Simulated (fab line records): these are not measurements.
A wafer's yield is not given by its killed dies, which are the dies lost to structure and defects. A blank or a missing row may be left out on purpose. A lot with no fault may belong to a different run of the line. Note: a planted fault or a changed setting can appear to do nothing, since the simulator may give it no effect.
What tool caused it? :: flow sfq_line :: 15 lots with 43 wafers sampled at 6 steps, on a route of 325 steps

WHAT THE GAUGES READ, wafer by wafer
SFQ_I6_BOW_MEAS_941. Usual: I6_BOW 8 um, standard deviation 10.
lot: L979
measured: day 67 07:46
on: film_metro-02
I6_BOW (um): 10 7 2
flag: 

lot: L980
measured: day 67 14:38
on: film_metro-02
I6_BOW (um): 9 -1 8
flag: 

lot: L981
measured: day 69 03:40
on: film_metro-03
I6_BOW (um): 9 -2 7
flag: 

lot: L982
measured: day 69 06:38
on: film_metro-03
I6_BOW (um): 13 3 7
flag: 

lot: L984
measured: day 69 15:29
on: film_metro-02
I6_BOW (um): 7 0 2
flag: 

lot: L985
measured: day 69 21:28
on: film_metro-01
I6_BOW (um): -12 -14 -2
flag: 

lot: L986
measured: day 70 00:28
on: film_metro-02
I6_BOW (um): 19 12 20
flag: 

lot: L987
measured: day 70 07:45
on: film_metro-02
I6_BOW (um): 12 -3 8
flag: 

lot: L988
measured: day 70 10:41
on: film_metro-02
I6_BOW (um): 22 13 10
flag: 

lot: L992
measured: day 72 06:54
on: film_metro-03
I6_BOW (um): 11 8 2
flag: 

lot: L993
measured: day 72 09:54
on: film_metro-01
I6_BOW (um): 8 6 8
flag: 

lot: L994
measured: day 72 11:10
on: film_metro-02
I6_BOW (um): 5 22
flag: 

lot: L996
measured: day 72 22:07
on: film_metro-02
I6_BOW (um): 5 11 2
flag: 

lot: L998
measured: day 74 01:09
on: film_metro-01
I6_BOW (um): -2 8
flag: 

lot: L101
measured: day 74 17:38
on: film_metro-02
I6_BOW (um): 7 1 -7
flag: 

SFQ_M8_RS_MEAS_949: measures by four-point-probe. Usual: M8_AU_RS 0.1538 ohm/sq, standard deviation 0.0014.
lot: L979
measured: day 75 06:01
on: film_metro-01
M8_AU_RS (ohm/sq): 0.1520 0.1523 0.1537
flag: 

lot: L980
measured: day 75 08:26
on: film_metro-02
M8_AU_RS (ohm/sq): 0.1523 0.1527 0.1539
flag: 

lot: L981
measured: day 76 02:05
on: film_metro-01
M8_AU_RS (ohm/sq): 0.1525 0.1542 0.1540
flag: 

lot: L982
measured: day 76 02:31
on: film_metro-01
M8_AU_RS (ohm/sq): 0.1568 0.1553 0.1560
flag: 

lot: L984
measured: day 76 15:40
on: film_metro-01
M8_AU_RS (ohm/sq): 0.1526 0.1551 0.1543
flag: 

lot: L985
measured: day 76 22:50
on: film_metro-01
M8_AU_RS (ohm/sq): 0.1536 0.1553 0.1550
flag: 

lot: L986
measured: day 77 09:38
on: film_metro-04
M8_AU_RS (ohm/sq): 0.1538 0.1536 0.1542
flag: 

lot: L987
measured: day 78 21:41
on: film_metro-02
M8_AU_RS (ohm/sq): 0.1523 0.1521 0.1529
flag: 

lot: L988
measured: day 79 03:37
on: film_metro-04
M8_AU_RS (ohm/sq): 0.1535 0.1538 0.1531
flag: 

lot: L992
measured: day 80 18:47
on: film_metro-01
M8_AU_RS (ohm/sq): 0.1555 0.1570 0.1546
flag: 

lot: L993
measured: day 81 00:53
on: film_metro-04
M8_AU_RS (ohm/sq): 0.1523 0.1525 0.1514
flag: 

lot: L994
measured: day 81 05:38
on: film_metro-02
M8_AU_RS (ohm/sq): 0.1554 0.1124
flag: OFF

lot: L996
measured: day 81 15:55
on: film_metro-04
M8_AU_RS (ohm/sq): 0.1549 0.1543 0.1128
flag: OFF

lot: L998
measured: day 82 10:38
on: film_metro-01
M8_AU_RS (ohm/sq): 0.1132 0.1551
flag: OFF

lot: L101
measured: day 82 18:04
on: film_metro-02
M8_AU_RS (ohm/sq): 0.1554 0.1537 0.1550
flag: 

SFQ_M8_THK_MEAS_950: measures by xrf. Usual: M8_AU_THK 176.6 nm, standard deviation 1.7.
lot: L979
measured: day 75 06:08
on: film_metro-01
M8_AU_THK (nm): 179.4 177.5 177.1
flag: 

lot: L980
measured: day 75 08:33
on: film_metro-02
M8_AU_THK (nm): 178.3 178.1 177.0
flag: 

lot: L981
measured: day 76 02:11
on: film_metro-01
M8_AU_THK (nm): 178.6 175.2 176.7
flag: 

lot: L982
measured: day 76 02:38
on: film_metro-01
M8_AU_THK (nm): 172.9 174.5 174.1
flag: 

lot: L984
measured: day 76 15:46
on: film_metro-01
M8_AU_THK (nm): 177.3 174.7 175.9
flag: 

lot: L985
measured: day 76 22:57
on: film_metro-01
M8_AU_THK (nm): 176.5 175.2 176.0
flag: 

lot: L986
measured: day 77 09:45
on: film_metro-04
M8_AU_THK (nm): 175.5 174.8 174.7
flag: 

lot: L987
measured: day 78 21:46
on: film_metro-02
M8_AU_THK (nm): 177.4 178.3 176.9
flag: 

lot: L988
measured: day 79 03:44
on: film_metro-04
M8_AU_THK (nm): 177.8 178.1 178.6
flag: 

lot: L992
measured: day 80 18:53
on: film_metro-01
M8_AU_THK (nm): 173.9 173.3 175.2
flag: 

lot: L993
measured: day 81 00:59
on: film_metro-04
M8_AU_THK (nm): 179.1 179.2 180.4
flag: 

lot: L994
measured: day 81 05:43
on: film_metro-02
M8_AU_THK (nm): 175.7 240.1
flag: OFF

lot: L996
measured: day 81 16:02
on: film_metro-04
M8_AU_THK (nm): 176.2 176.6 239.9
flag: OFF

lot: L998
measured: day 82 10:44
on: film_metro-01
M8_AU_THK (nm): 238.6 174.0
flag: OFF

lot: L101
measured: day 82 18:10
on: film_metro-02
M8_AU_THK (nm): 173.8 175.7 174.3
flag: 

TOOL THAT RAN EACH LOT (tool first, then ch and the chambers of the sampled wafers, then the start)
lot: L979
SFQ_TRILAYER_I6_METRO_MEASURE_167: film_metro-02, day 67 07:53
SFQ_TRILAYER_M7_STRIP_STRIP_181: rie_metal-02 ch 0,1, day 70 03:59
SFQ_TRILAYER_M8_DEP_EVAP_196: pvd_sputter-01, day 75 05:30

lot: L980
SFQ_TRILAYER_I6_METRO_MEASURE_167: film_metro-02, day 67 14:56
SFQ_TRILAYER_M7_STRIP_STRIP_181: rie_metal-03 ch 0,1, day 70 07:35
SFQ_TRILAYER_M8_DEP_EVAP_196: pvd_sputter-02, day 75 07:54

lot: L981
SFQ_TRILAYER_I6_METRO_MEASURE_167: film_metro-03, day 69 04:09
SFQ_TRILAYER_M7_STRIP_STRIP_181: rie_metal-02 ch 0,1, day 71 09:49
SFQ_TRILAYER_M8_DEP_EVAP_196: pvd_sputter-02, day 76 01:32

lot: L982
SFQ_TRILAYER_I6_METRO_MEASURE_167: film_metro-03, day 69 06:45
SFQ_TRILAYER_M7_STRIP_STRIP_181: rie_metal-03 ch 0,1, day 71 13:13
SFQ_TRILAYER_M8_DEP_EVAP_196: pvd_sputter-01, day 76 01:56

lot: L984
SFQ_TRILAYER_I6_METRO_MEASURE_167: film_metro-02, day 69 15:58
SFQ_TRILAYER_M7_STRIP_STRIP_181: rie_metal-03 ch 0,1, day 72 01:25
SFQ_TRILAYER_M8_DEP_EVAP_196: pvd_sputter-01, day 76 15:06

lot: L985
SFQ_TRILAYER_I6_METRO_MEASURE_167: film_metro-01, day 69 21:46
SFQ_TRILAYER_M7_STRIP_STRIP_181: rie_metal-03 ch 0,1, day 72 07:13
SFQ_TRILAYER_M8_DEP_EVAP_196: pvd_sputter-02, day 76 22:18

lot: L986
SFQ_TRILAYER_I6_METRO_MEASURE_167: film_metro-02, day 70 00:46
SFQ_TRILAYER_M7_STRIP_STRIP_181: rie_metal-02 ch 0,1, day 72 14:13
SFQ_TRILAYER_M8_DEP_EVAP_196: pvd_sputter-01, day 77 09:06

lot: L987
SFQ_TRILAYER_I6_METRO_MEASURE_167: film_metro-02, day 70 08:25
SFQ_TRILAYER_M7_STRIP_STRIP_181: rie_metal-02 ch 0,1, day 72 19:13
SFQ_TRILAYER_M8_DEP_EVAP_196: pvd_sputter-02, day 78 21:06

lot: L988
SFQ_TRILAYER_I6_METRO_MEASURE_167: film_metro-02, day 70 10:49
SFQ_TRILAYER_M7_STRIP_STRIP_181: rie_metal-03 ch 0,1, day 72 22:37
SFQ_TRILAYER_M8_DEP_EVAP_196: pvd_sputter-01, day 79 03:06

lot: L992
SFQ_TRILAYER_I6_METRO_MEASURE_167: film_metro-03, day 72 07:12
SFQ_TRILAYER_M7_STRIP_STRIP_181: rie_metal-03 ch 0, day 74 13:52
SFQ_TRILAYER_M8_DEP_EVAP_196: pvd_sputter-02, day 80 18:15

lot: L993
SFQ_TRILAYER_I6_METRO_MEASURE_167: film_metro-01, day 72 10:12
SFQ_TRILAYER_M7_STRIP_STRIP_181: rie_metal-02 ch 0,1, day 74 15:04
SFQ_TRILAYER_M8_DEP_EVAP_196: pvd_sputter-01, day 81 00:16

lot: L994
SFQ_TRILAYER_I6_METRO_MEASURE_167: film_metro-02, day 72 12:00
SFQ_TRILAYER_M7_STRIP_STRIP_181: rie_metal-03 ch 0,1, day 74 16:40
SFQ_TRILAYER_M8_DEP_EVAP_196: pvd_sputter-02, day 81 05:18

lot: L996
SFQ_TRILAYER_I6_METRO_MEASURE_167: film_metro-02, day 72 22:14
SFQ_TRILAYER_M7_STRIP_STRIP_181: rie_metal-01 ch 0,1, day 75 04:16
SFQ_TRILAYER_M8_DEP_EVAP_196: pvd_sputter-02, day 81 15:24

lot: L998
SFQ_TRILAYER_I6_METRO_MEASURE_167: film_metro-01, day 74 01:38
SFQ_TRILAYER_M7_STRIP_STRIP_181: rie_metal-02 ch 0,1, day 76 05:40
SFQ_TRILAYER_M8_DEP_EVAP_196: pvd_sputter-02, day 82 10:05

lot: L101
SFQ_TRILAYER_I6_METRO_MEASURE_167: film_metro-02, day 74 17:56
SFQ_TRILAYER_M7_STRIP_STRIP_181: rie_metal-02 ch 0,1, day 76 23:28
SFQ_TRILAYER_M8_DEP_EVAP_196: pvd_sputter-01, day 82 17:32
- SFQ_TRILAYER_I6_METRO_MEASURE_167
- SFQ_TRILAYER_M7_STRIP_STRIP_181: strips in O2.
- SFQ_TRILAYER_M8_DEP_EVAP_196: material Au, target thk 180 nm, time 900 s.

AS READ BY THE TOOLS THEMSELVES (means over the sampled wafers that have a number; for cases with no such wafer, the mark the record gives instead)
SFQ_TRILAYER_I6_METRO_MEASURE_167. Usual: 199.8 nm for thk_nm, sd 0.85.
lot: L979
tool: film_metro-02
thk_nm (nm): 200.0
flag: 

lot: L980
tool: film_metro-02
thk_nm (nm): 199.9
flag: 

lot: L981
tool: film_metro-03
thk_nm (nm): 199.4
flag: 

lot: L982
tool: film_metro-03
thk_nm (nm): 200.5
flag: 

lot: L984
tool: film_metro-02
thk_nm (nm): 200.1
flag: 

lot: L985
tool: film_metro-01
thk_nm (nm): 200.3
flag: 

lot: L986
tool: film_metro-02
thk_nm (nm): 199.6
flag: 

lot: L987
tool: film_metro-02
thk_nm (nm): 200.8
flag: 

lot: L988
tool: film_metro-02
thk_nm (nm): 199.7
flag: 

lot: L992
tool: film_metro-03
thk_nm (nm): 198.4
flag: 

lot: L993
tool: film_metro-01
thk_nm (nm): 199.1
flag: 

lot: L994
tool: film_metro-02
thk_nm (nm): 200.1
flag: 

lot: L996
tool: film_metro-02
thk_nm (nm): 199.4
flag: 

lot: L998
tool: film_metro-01
thk_nm (nm): 199.2
flag: 

lot: L101
tool: film_metro-02
thk_nm (nm): 200.2
flag: 

SFQ_TRILAYER_M7_STRIP_STRIP_181. Usual: drypump_motor_current_A 5.8 A, standard deviation 0.5; oes_product_au 0.998 a.u., standard deviation 0.0058.
lot: L979
tool: rie_metal-02
drypump_motor_current_A (A): 5.9
oes_product_au (a.u.): 0.991
flag: 

lot: L980
tool: rie_metal-03
drypump_motor_current_A (A): 5.3
oes_product_au (a.u.): 0.998
flag: 

lot: L981
tool: rie_metal-02
drypump_motor_current_A (A): 5.8
oes_product_au (a.u.): 1.003
flag: 

lot: L982
tool: rie_metal-03
drypump_motor_current_A (A): 5.3
oes_product_au (a.u.): 0.999
flag: 

lot: L984
tool: rie_metal-03
drypump_motor_current_A (A): 5.7
oes_product_au (a.u.): 1.000
flag: 

lot: L985
tool: rie_metal-03
drypump_motor_current_A (A): 5.7
oes_product_au (a.u.): 0.995
flag: 

lot: L986
tool: rie_metal-02
drypump_motor_current_A (A): 5.9
oes_product_au (a.u.): 1.001
flag: 

lot: L987
tool: rie_metal-02
drypump_motor_current_A (A): 6.1
oes_product_au (a.u.): 0.990
flag: 

lot: L988
tool: rie_metal-03
drypump_motor_current_A (A): 5.7
oes_product_au (a.u.): 0.997
flag: 

lot: L992
tool: rie_metal-03
drypump_motor_current_A (A): 6.0
oes_product_au (a.u.): 1.005
flag: 

lot: L993
tool: rie_metal-02
drypump_motor_current_A (A): 6.1
oes_product_au (a.u.): 0.998
flag: 

lot: L994
tool: rie_metal-03
drypump_motor_current_A (A): 5.5
oes_product_au (a.u.): 1.004
flag: 

lot: L996
tool: rie_metal-01
drypump_motor_current_A (A): 5.9
oes_product_au (a.u.): 0.999
flag: 

lot: L998
tool: rie_metal-02
drypump_motor_current_A (A): 6.0
oes_product_au (a.u.): 1.000
flag: 

lot: L101
tool: rie_metal-02
drypump_motor_current_A (A): 5.9
oes_product_au (a.u.): 1.000
flag: 

THE ANSWER, worked out from the rows above alone
Rule: take the mean of a lot's wafers that have a number; if it is more than 3 standard deviations from the usual mean, the lot is off. A lot without any number at a reading at which 4 lots or more have one is off too. Any other lot the step has rows for is counted as sound. The gauges are gone through in route order, then the tools' own readings, and for those a lot's mean is taken as printed above. At the first step where some lot is off, the reading lying furthest off is the one used; lots without a number count as furthest.
Off: L994, L996, L998, at SFQ_M8_RS_MEAS_949 (M8_AU_RS).
A tool fits if, at a process step before that reading, it ran every lot that is off, and no sound lot after the first of them. The gauges at SFQ_M8_RS_MEAS_949 are tried like those tools. One fits: pvd_sputter-02 at SFQ_TRILAYER_M8_DEP_EVAP_196. A fault onset in the window from L992 (day 80 18:15, its last sound lot) to L994 (day 81 05:18, its first lot off) fits.

WHAT THE SIMULATOR HAD INSERTED
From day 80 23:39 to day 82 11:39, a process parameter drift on pvd_sputter-02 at SFQ_TRILAYER_M8_DEP_EVAP_196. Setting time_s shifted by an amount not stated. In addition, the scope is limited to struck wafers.
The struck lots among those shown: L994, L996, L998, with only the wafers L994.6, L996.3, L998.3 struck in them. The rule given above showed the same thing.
